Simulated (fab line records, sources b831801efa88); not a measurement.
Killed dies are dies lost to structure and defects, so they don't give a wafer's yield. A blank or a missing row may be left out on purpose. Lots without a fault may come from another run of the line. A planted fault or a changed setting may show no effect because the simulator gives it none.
One fault seen from 2 desks | flow gf180mcu | each desk has only its own numbers; what lay behind them comes last

THE TOOL OWNER'S DESK: implanter-01
The tool's own readings at GF_HV_LDD_IMPLANT_35: means of the sampled wafers that have a number, for each lot that ran on this tool. A lot is out of limits, marked OUT, if its mean lies more than 4 standard deviations from the usual mean; the brackets give that distance.
Columns: A = beam_on_s at GF_HV_LDD_IMPLANT_35, usual 10.01 s; B = faraday_current_uA at GF_HV_LDD_IMPLANT_35, usual 42.3
lot  | first seen here | A              | B
L187 | day 11 17:02    | 9.97           | 42.4
L191 | day 12 21:16    | 10.00          | 42.3
L196 | day 14 17:41    | 7.77 (-12) OUT | 54.4 (+15) OUT
L197 | day 14 23:45    | 7.79 (-12) OUT | 54.2 (+15) OUT
L206 | day 18 05:38    | 9.99           | 42.3
This desk's finding: out of limits on L196, L197; first on L196, day 14 17:41 (beam_on_s at GF_HV_LDD_IMPLANT_35). In limits: L187, L191, L206.

THE METROLOGY DESK
What the gauges read, lot by lot, whatever tool the lot ran on: means of the sampled wafers that have a number. A lot is out of limits, marked OUT, if its mean lies more than 4 standard deviations from the usual mean; the brackets give that distance.
Columns: A = HV_LDD_3_TW at GF_HV_LDD_TW_MEAS_38, usual 1425; B = HV_LDD_RS at GF_HV_LDD_RS_MEAS_53, usual 418.1 ohm/sq
lot  | first seen here | A               | B
L187 | day 11 17:25    | 1428            | 418.8
L188 | day 11 19:52    | 1439            | 418.9
L189 | day 12 06:20    | 1405            | 418.1
L190 | day 12 11:27    | 1431            | 417.9
L191 | day 12 21:39    | 1434            | 417.7
L194 | day 14 00:13    | 1434            | 417.5
L195 | day 14 05:11    | 1424            | 417.7
L196 | day 14 18:04    | 1394            | 423.7 (+6.4) OUT
L197 | day 15 00:07    | 1381 (-4.4) OUT | 422.6 (+5.1) OUT
L204 | day 17 09:58    | 1437            | 417.8
L207 | day 18 03:51    | 1417            | 417.4
L206 | day 18 06:02    | 1436            | 417.5
L210 | day 19 07:28    | 1412            | 418.9
This desk's finding: out of limits on L196, L197; first on L197, day 15 00:07 (HV_LDD_3_TW at GF_HV_LDD_TW_MEAS_38). In limits: L187, L188, L189, L190, L191, L194, L195, L204, L207, L206, L210.

PUT TOGETHER
The tool owner's desk could have raised an alarm at day 14 17:41, on L196, L197.
The metrology desk could have raised an alarm at day 15 00:07, on L196, L197.
Of the lots named, all ran GF_HV_LDD_IMPLANT_35 on implanter-01.

WHAT THE SIMULATOR HAD PUT IN
Process parameter drift: implanter-01, from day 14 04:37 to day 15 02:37, at GF_HV_LDD_IMPLANT_35. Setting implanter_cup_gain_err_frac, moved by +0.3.
Lots struck among those shown: L196, L197.
Hours from the fault's start to each desk's first reading out of limits: the tool owner's desk, 13; the metrology desk, 20.
